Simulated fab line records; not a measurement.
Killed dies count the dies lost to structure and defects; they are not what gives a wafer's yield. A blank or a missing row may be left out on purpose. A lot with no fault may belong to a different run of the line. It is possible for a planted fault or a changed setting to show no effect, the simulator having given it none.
Which tool was responsible? / flow sky130 / 30 wafers sampled from 10 lots at 1 step of a route of 708

== WHAT THE GAUGES READ, wafer by wafer ==
SKY_LDD_HVP_OVL_MEAS_07.
lot=L926; measured=day 22 03:16; on=overlay-02; LDD_HVP_OVL (nm)=-3.2 -3.7 -3.4
lot=L935; measured=day 25 11:09; on=overlay-01; LDD_HVP_OVL (nm)=-0.1 -0.1 -0.5
lot=L938; measured=day 27 03:43; on=overlay-01; LDD_HVP_OVL (nm)=-3.3 -2.7 -0.3
lot=L939; measured=day 27 05:31; on=overlay-02; LDD_HVP_OVL (nm)=-4.2 -2.8 -3.3
lot=L940; measured=day 27 10:37; on=overlay-02; LDD_HVP_OVL (nm)=1.4 -1.1 0.4
lot=L941; measured=day 27 12:25; on=overlay-01; LDD_HVP_OVL (nm)=-1.3 -0.7 -2.3
lot=L942; measured=day 27 16:54; on=overlay-01; LDD_HVP_OVL (nm)=2.3 -1.6 -1.1
lot=L943; measured=day 28 07:07; on=overlay-02; LDD_HVP_OVL (nm)=-3.4 -2.9 -2.8
lot=L945; measured=day 28 13:44; on=overlay-02; LDD_HVP_OVL (nm)=-1.2 -0.7 -2.6
lot=L947; measured=day 29 10:10; on=overlay-02; LDD_HVP_OVL (nm)=-1.5 -1.3 -0.4

== EACH LOT AND THE TOOL THAT RAN IT (in order: tool; ch and the chambers of the sampled wafers; start) ==
The record shows no process step preceding these readings.

== THE ANSWER, worked out from the rows above alone ==
Rule: the usual values come from the lots themselves. Put in order of their means at a reading, lots are off if they are a third of the lots or fewer, leave a main group of 4 or more, and stand apart from it by a gap of 3 or more times the standard deviation of the main group's means; of several such gaps the widest counts. If all means in a main group match to the digits the tables above print for the reading, that group is not used. A lot without any number at a reading at which 4 lots or more have one is off too. All remaining lots with rows at the step are treated as sound.
No lot is off on any of the readings shown, so nothing can be concluded from this.

== WHAT HAD BEEN PUT IN BY THE SIMULATOR ==
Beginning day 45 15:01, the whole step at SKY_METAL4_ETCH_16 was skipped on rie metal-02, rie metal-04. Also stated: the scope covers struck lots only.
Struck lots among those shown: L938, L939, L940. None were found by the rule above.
